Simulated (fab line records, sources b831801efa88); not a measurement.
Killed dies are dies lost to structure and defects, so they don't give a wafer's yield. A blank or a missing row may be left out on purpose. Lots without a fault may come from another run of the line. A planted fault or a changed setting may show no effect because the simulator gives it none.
Chamber matching | flow sky130 | SKY_VIA4_ETCH_12 on rie_diel-02: 4 sister chambers
The step etches SiO2 in C4F8/O2/Ar, stops on TiN, target depth 580 nm. 8 wafers are shown with their chamber, then 10 later ones without.

WAFERS WITH THEIR CHAMBER
wafer  | chamber | oes_product_au (a.u.)
L085.5 | 0       | 0.929
L085.6 | 1       | 0.921
L090.5 | 0       | 0.931
L090.6 | 3       | 0.924
L093.5 | 3       | 0.932
L093.6 | 2       | 0.928
L095.1 | 2       | 0.917
L095.3 | 1       | 0.926

WAFERS WITHOUT THEIR CHAMBER
wafer  | oes_product_au (a.u.)
L095.5 | 0.926
L092.1 | 0.913
L092.2 | 0.931
L092.3 | 0.930
L092.4 | 0.927
L092.5 | 0.927
L092.6 | 0.928
L096.2 | 0.916
L096.3 | 0.922
L096.6 | 0.922

WHICH CHAMBER EACH WENT THROUGH
wafer  | from the rows above               | in truth
L095.5 | can't be placed: 3 or 1 or 2 or 0 | 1
L092.1 | can't be placed: 2 or 1 or 3 or 0 | 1
L092.2 | can't be placed: 0 or 3 or 1 or 2 | 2
L092.3 | can't be placed: 0 or 3 or 1 or 2 | 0
L092.4 | can't be placed: 3 or 0 or 1 or 2 | 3
L092.5 | can't be placed: 3 or 0 or 1 or 2 | 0
L092.6 | can't be placed: 3 or 0 or 1 or 2 | 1
L096.2 | can't be placed: 2 or 1 or 3 or 0 | 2
L096.3 | can't be placed: 2 or 1 or 3 or 0 | 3
L096.6 | can't be placed: 2 or 1 or 3 or 0 | 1
Placed correctly: 0 of 10. Can't be placed from these rows: 10 (the true chamber is among the candidates in 10). Placed wrongly: 0.
How it was worked out, from the rows above alone: a wafer's distance from a chamber is the root of the sum, over the readings, of the square of ((its reading less the chamber's mean) divided by the reading's scatter). The wafer belongs to the nearest chamber; if the next one is less than 2 further off, it can't be placed. A chamber's mean is the mean of its shown wafers. The scatter: the root of (the sum of the squares of (reading less its chamber's mean) over the shown wafers, divided by (wafers less chambers)).
